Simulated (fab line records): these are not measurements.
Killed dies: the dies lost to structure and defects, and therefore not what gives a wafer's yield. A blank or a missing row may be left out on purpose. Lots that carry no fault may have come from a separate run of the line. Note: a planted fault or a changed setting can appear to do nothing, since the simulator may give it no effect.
Matching of chambers | flow gf180mcu | cmp-02 running GF_V3_CMP_26: 4 sister chambers
The step polishes, stops on SiO2, t overpolish 15 s, target thk 0 nm. 8 wafers are shown with their chamber, then 8 later ones without.

WAFERS PAIRED WITH THEIR CHAMBERS
wafer  | chamber | motorCurrentA (A) | timeToEndpointS (s)
L077.6 | 2       | 10.3              | 84
L079.6 | 3       | 11.0              | 90
L086.1 | 3       | 11.2              | 84
L086.2 | 0       | 10.0              | 79
L087.1 | 1       | 10.4              | 85
L087.2 | 2       | 10.7              | 82
L087.6 | 1       | 10.4              | 82
L088.1 | 0       | 10.2              | 82

WAFERS MISSING THEIR CHAMBER
wafer  | motorCurrentA (A) | timeToEndpointS (s)
L088.3 | 10.6              | 86
L088.6 | 10.3              | 80
L089.1 | 10.0              | 81
L089.2 | 11.2              | 83
L089.6 | 9.8               | 88
L096.1 | 10.5              | 89
L096.2 | 11.0              | 87
L096.3 | 11.2              | 85

WHICH CHAMBER EACH ONE RAN IN
wafer  | from the rows above               | in truth
L088.3 | can't be placed: 2 or 1 or 3      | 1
L088.6 | can't be placed: 0 or 1 or 2      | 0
L089.1 | can't be placed: 0 or 1           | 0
L089.2 | 3                                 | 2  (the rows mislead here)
L089.6 | can't be placed: 0 or 1 or 2      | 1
L096.1 | can't be placed: 1 or 2 or 3 or 0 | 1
L096.2 | 3                                 | 3
L096.3 | 3                                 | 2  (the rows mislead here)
1 of 8 placed correctly. Unplaceable from these rows: 5, with the true chamber sitting among the candidates in 5. Wrongly placed: 2.
How it was worked out, from the rows above alone: a wafer's distance from a chamber is the root of the sum, over the readings, of the square of ((its reading less the chamber's mean) divided by the reading's scatter). If the next closest chamber is less than 2 further off than the closest, the wafer can't be placed; otherwise it belongs to the closest. A chamber's mean is the mean of its shown wafers. How the scatter is found: for the shown wafers, subtract from each reading the mean of its chamber, square and add these, divide the total by (wafers less chambers), then take the root.
